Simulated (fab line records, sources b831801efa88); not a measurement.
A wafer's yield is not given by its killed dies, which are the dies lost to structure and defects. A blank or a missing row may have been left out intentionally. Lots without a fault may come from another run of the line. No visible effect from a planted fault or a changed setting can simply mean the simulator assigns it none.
What tool caused it? :: flow gf180mcu :: Sampling: 7 lots, 21 wafers, 3 of 602 route steps

## WHAT EACH GAUGE READ, for each wafer
GF_M1_CD_MEAS_14: the cd target is 230 nm.
lot: L277
measured: day 17 17:50
on: cd_sem-01
cd_nm (nm): 230.1 231.7 232.6

lot: L279
measured: day 18 04:55
on: cd_sem-02
cd_nm (nm): 231.7 233.6 232.4

lot: L281
measured: day 19 02:43
on: cd_sem-01
cd_nm (nm): 229.4 231.3 230.5

lot: L283
measured: day 19 21:36
on: cd_sem-01
cd_nm (nm): 229.4 228.6 229.1

lot: L285
measured: day 20 12:27
on: cd_sem-01
cd_nm (nm): 229.4 229.5 230.6

lot: L292
measured: day 23 02:53
on: cd_sem-02
cd_nm (nm): 268.0 268.2 267.6

lot: L294
measured: day 23 19:43
on: cd_sem-01
cd_nm (nm): 253.1 254.9 252.8

## WHAT TOOL EACH LOT RAN ON (gives the tool, then ch and the chambers of the sampled wafers, and finally the start)
lot: L277
GF_SALICIDE_RTA_08: rtp_anneal-02 ch 0, day 15 18:13
GF_M1_EXPOSE_11: krf_scanner-02 ch 0, day 17 06:04

lot: L279
GF_SALICIDE_RTA_08: rtp_anneal-02 ch 0, day 16 04:25
GF_M1_EXPOSE_11: krf_scanner-01 ch 0, day 17 17:24

lot: L281
GF_SALICIDE_RTA_08: rtp_anneal-02 ch 0, day 17 01:39
GF_M1_EXPOSE_11: krf_scanner-01 ch 0, day 18 15:07

lot: L283
GF_SALICIDE_RTA_08: rtp_anneal-01 ch 0, day 17 18:55
GF_M1_EXPOSE_11: krf_scanner-02 ch 0, day 19 09:36

lot: L285
GF_SALICIDE_RTA_08: rtp_anneal-02 ch 0, day 18 10:48
GF_M1_EXPOSE_11: krf_scanner-02 ch 0, day 20 00:45

lot: L292
GF_SALICIDE_RTA_08: rtp_anneal-02 ch 0, day 21 00:44
GF_M1_EXPOSE_11: krf_scanner-01 ch 0, day 22 15:16

lot: L294
GF_SALICIDE_RTA_08: rtp_anneal-02 ch 0, day 21 19:20
GF_M1_EXPOSE_11: krf_scanner-01 ch 0, day 23 08:28
- GF_SALICIDE_RTA_08: time 30 s.
- GF_M1_EXPOSE_11: exposes mask Metal1, target cd 230 nm.

## THE ANSWER, worked out from the rows above alone
Rule: the lots themselves supply what counts as usual. Put in order of their means at a reading, lots are off if they are a third of the lots or fewer, leave a main group of 4 or more, and stand apart from it by a gap of 3 or more times the standard deviation of the main group's means; of several such gaps the widest counts. A main group is skipped when, at the precision printed for the reading in the tables above, its means are all equal. A lot without any number at a reading at which 4 lots or more have one is off too. The other lots that the step has rows for count as sound.
Off at GF_M1_CD_MEAS_14 (cd_nm): L292, L294. Mean 230.7 nm and standard deviation 1.2 in the main group.
If a tool, at a process step before that reading, ran all the lots that are off and no sound lot after the first of them, it fits. Those tools and the gauges at GF_M1_CD_MEAS_14 are tried in the same way. This does not decide it: 2 tools fit, namely rtp_anneal-02 at GF_SALICIDE_RTA_08 and krf_scanner-01 at GF_M1_EXPOSE_11.

## WHAT THE SIMULATOR HAD INSERTED
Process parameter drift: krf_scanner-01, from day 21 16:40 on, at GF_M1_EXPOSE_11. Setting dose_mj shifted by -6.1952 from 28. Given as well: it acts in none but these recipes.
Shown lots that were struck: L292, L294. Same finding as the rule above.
